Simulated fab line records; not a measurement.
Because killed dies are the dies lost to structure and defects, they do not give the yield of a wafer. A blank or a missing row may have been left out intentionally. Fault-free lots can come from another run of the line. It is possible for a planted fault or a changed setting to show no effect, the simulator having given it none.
What tool caused it? -- flow sky130 -- Sampling: 13 lots, 39 wafers, 5 of 708 route steps

== WHAT THE GAUGES SHOWED, per wafer ==
SKY_FIELD_ISO_THK_MEAS_04.
lot,measured,on,FIELD_ISO_CVD_03_THK (nm)
L374,day 2 12:19,film-metro-03,159.8 159.6 159.8
L377,day 2 12:22,film-metro-03,157.9 159.2 159.7
L380,day 2 20:52,film-metro-04,160.1 161.0 160.7
L382,day 3 05:30,film-metro-03,159.8 158.5 159.8
L384,day 3 16:42,film-metro-03,161.9 160.6 162.2
L385,day 3 23:14,film-metro-03,157.1 157.6 158.4
L387,day 4 06:30,film-metro-01,160.7 158.7 161.3
L388,day 4 13:36,film-metro-01,160.8 161.1 159.3
L389,day 4 16:30,film-metro-03,161.2 159.7 158.8
L394,day 5 19:09,film-metro-04,159.3 158.7 158.4
L395,day 5 22:31,film-metro-04,161.2 161.0 160.8
L396,day 6 04:12,film-metro-04,160.2 158.0 159.7
L397,day 6 09:42,film-metro-04,156.4 157.1 157.4

SKY_PWDE_OVL_MEAS_07.
lot,measured,on,PWDE_OVL (nm)
L374,day 4 20:42,overlay-01,1.7 -0.2 -0.5
L377,day 4 22:42,overlay-01,-1.0 1.4 1.4
L380,day 5 09:13,overlay-02,3.6 3.1 2.8
L382,day 5 18:51,overlay-01,2.1 1.0 2.0
L384,day 6 05:51,overlay-01,0.1 1.4 1.7
L385,day 6 11:56,overlay-01,-2.1 0.1 -1.5
L387,day 6 20:49,overlay-02,0.7 -0.2 2.6
L388,day 7 04:43,overlay-01,0.8 0.3 0.8
L389,day 7 08:15,overlay-01,0.1 -1.5 -0.2
L394,day 8 17:10,overlay-02,3.5 0.7 0.6
L395,day 8 18:40,overlay-02,3.1 -0.6 0.4
L396,day 9 03:20,overlay-02,0.9 0.5 -0.5
L397,day 9 06:09,overlay-01,1.5 2.6 0.3

SKY_NWELL_OVL_MEAS_10.
lot,measured,on,NWELL_00_OVL (nm)
L374,day 5 14:24,overlay-01,-2.3 -1.9 -3.0
L377,day 5 17:03,overlay-02,-1.5 -2.9 -1.7
L380,day 6 04:09,overlay-01,-1.5 0.4 -0.9
L382,day 6 13:45,overlay-02,-0.5 -2.4 0.2
L384,day 7 00:45,overlay-01,-0.7 -3.1 -0.5
L385,day 7 07:50,overlay-01,-0.1 1.8 -1.1
L387,day 7 17:25,overlay-01,0.2 0.4 -1.5
L388,day 8 01:43,overlay-01,-2.3 -1.5 -1.0
L389,day 8 05:18,overlay-01,- - -
L394,day 9 14:18,overlay-01,0.0 0.4 0.7
L395,day 9 16:16,overlay-01,-3.0 -2.1 -3.9
L396,day 10 01:09,overlay-01,-1.1 1.5 -2.3
L397,day 10 04:15,overlay-01,-0.9 -3.3 -1.3

SKY_NWELL_TW_MEAS_15.
lot,measured,on,NWELL_TW
L374,day 5 14:59,film-metro-01,1833 1843 1826
L377,day 5 17:38,film-metro-01,1832 1835 1830
L380,day 6 04:45,film-metro-01,1854 1838 1843
L382,day 6 14:23,film-metro-02,1831 1838 1840
L384,day 7 01:20,film-metro-02,1833 1835 1843
L385,day 7 08:26,film-metro-02,1839 1839 1847
L387,day 7 18:01,film-metro-01,1838 1840 1830
L388,day 8 02:18,film-metro-02,1867 1866 1861
L389,day 8 05:56,film-metro-01,31 31 31
L394,day 9 14:53,film-metro-02,1842 1842 1849
L395,day 9 16:52,film-metro-02,1841 1834 1841
L396,day 10 01:44,film-metro-01,1855 1858 1850
L397,day 10 04:50,film-metro-03,1821 1820 1815

== TOOL THAT RAN EACH LOT (tool first, then ch and the chambers of the sampled wafers, then the start) ==
lot,SKY_NWELL_EXPOSE_07
L374,"iline-stepper-01 ch 0, day 5 05:49"
L377,"iline-stepper-01 ch 0, day 5 08:22"
L380,"iline-stepper-02 ch 0, day 5 18:11"
L382,"iline-stepper-01 ch 0, day 6 05:07"
L384,"iline-stepper-01 ch 0, day 6 15:20"
L385,"iline-stepper-01 ch 0, day 6 22:02"
L387,"iline-stepper-01 ch 0, day 7 06:44"
L388,"iline-stepper-02 ch 0, day 7 15:04"
L389,"iline-stepper-02 ch 0, day 7 18:55"
L394,"iline-stepper-02 ch 0, day 9 03:49"
L395,"iline-stepper-02 ch 0, day 9 05:33"
L396,"iline-stepper-02 ch 0, day 9 14:30"
L397,"iline-stepper-02 ch 0, day 9 17:17"
- SKY_NWELL_EXPOSE_07: exposes mask NWM, target cd 840 nm.

== AS READ BY THE TOOLS THEMSELVES (means over the sampled wafers that have a number; for cases with no such wafer, the mark the record gives instead) ==
SKY_NWELL_EXPOSE_07.
lot,tool,reticle-temp-C (C)
L374,iline-stepper-01,22.97
L377,iline-stepper-01,22.99
L380,iline-stepper-02,22.89
L382,iline-stepper-01,23.01
L384,iline-stepper-01,23.00
L385,iline-stepper-01,23.12
L387,iline-stepper-01,23.04
L388,iline-stepper-02,23.02
L389,iline-stepper-02,22.99
L394,iline-stepper-02,23.09
L395,iline-stepper-02,22.88
L396,iline-stepper-02,23.05
L397,iline-stepper-02,22.84

== THE ANSWER, worked out from the rows above alone ==
Rule: the usual values come from the lots themselves. Put in order of their means at a reading, lots are off if they are a third of the lots or fewer, leave a main group of 4 or more, and stand apart from it by a gap of 3 or more times the standard deviation of the main group's means; of several such gaps the widest counts. The tables above print the reading to a certain number of digits; a main group whose means all agree to those digits is not used. Also off: a lot with no number at a reading for which 4 or more lots have one. All remaining lots with rows at the step are treated as sound. The gauges are gone through in route order, then the tools' own readings, and for those a lot's mean is taken as printed above. At the first step where some lot is off, the reading lying furthest off is the one used; lots without a number count as furthest.
Off: L389, seen at SKY_NWELL_OVL_MEAS_10 (NWELL_00_OVL). Without a number there: L389. Main group: mean -1.2 nm, sd 1.
A tool fits if, at a process step before that reading, it ran every lot that is off, and no sound lot after the first of them. Not tried: the gauges at SKY_NWELL_OVL_MEAS_10; whatever is off there is also off at SKY_NWELL_TW_MEAS_15, on other tools, and gauge error can't account for it. No candidate that was tried fits.

== WHAT WAS PUT IN BY THE SIMULATOR ==
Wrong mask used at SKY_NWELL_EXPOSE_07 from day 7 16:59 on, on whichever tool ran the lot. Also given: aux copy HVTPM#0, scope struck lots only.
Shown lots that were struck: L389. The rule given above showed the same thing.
